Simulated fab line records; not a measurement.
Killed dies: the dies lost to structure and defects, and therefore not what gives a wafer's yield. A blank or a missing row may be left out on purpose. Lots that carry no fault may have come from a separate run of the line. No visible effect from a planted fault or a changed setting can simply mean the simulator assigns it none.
Matching of chambers / flow sky130 / 4 sister chambers for SKY_VIA3_CMP_02 on cmp-02
The step polishes SiO2. 4 wafers are shown with their chamber, then 7 later ones without.

== WAFERS, EACH WITH ITS CHAMBER ==
wafer=L882.4; chamber=3; motor_current_A (A)=12.5
wafer=L882.6; chamber=1; motor_current_A (A)=13.5
wafer=L885.1; chamber=2; motor_current_A (A)=13.7
wafer=L885.2; chamber=0; motor_current_A (A)=12.3

== WAFERS WITHOUT THEIR CHAMBER ==
wafer=L885.6; motor_current_A (A)=12.4
wafer=L895.1; motor_current_A (A)=13.5
wafer=L895.3; motor_current_A (A)=12.8
wafer=L895.5; motor_current_A (A)=12.4
wafer=L896.2; motor_current_A (A)=13.5
wafer=L896.3; motor_current_A (A)=11.5
wafer=L896.5; motor_current_A (A)=12.1

== WHICH CHAMBER EACH ONE RAN IN ==
wafer=L885.6; from the rows above=can't be placed: 0 or 3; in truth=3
wafer=L895.1; from the rows above=can't be placed: 1 or 2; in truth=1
wafer=L895.3; from the rows above=can't be placed: 3 or 0 or 1 or 2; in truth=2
wafer=L895.5; from the rows above=can't be placed: 0 or 3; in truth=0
wafer=L896.2; from the rows above=can't be placed: 1 or 2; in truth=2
wafer=L896.3; from the rows above=can't be placed: 0 or 3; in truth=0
wafer=L896.5; from the rows above=can't be placed: 0 or 3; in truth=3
0 of 7 placed correctly. Cannot be placed on the basis of these rows: 7; the candidates contain the true chamber in 7. Wrongly placed: 0.
How it was worked out, from the rows above alone: a wafer's distance from a chamber is the root of the sum, over the readings, of the square of ((its reading less the chamber's mean) divided by the reading's scatter). The wafer belongs to the nearest chamber; if the next one is less than 2 further off, it can't be placed. The mean given for a chamber averages the wafers shown for that chamber. The scatter: with one shown wafer a chamber, the root of the mean of the squares of how far each hidden wafer lies from its nearest shown one.
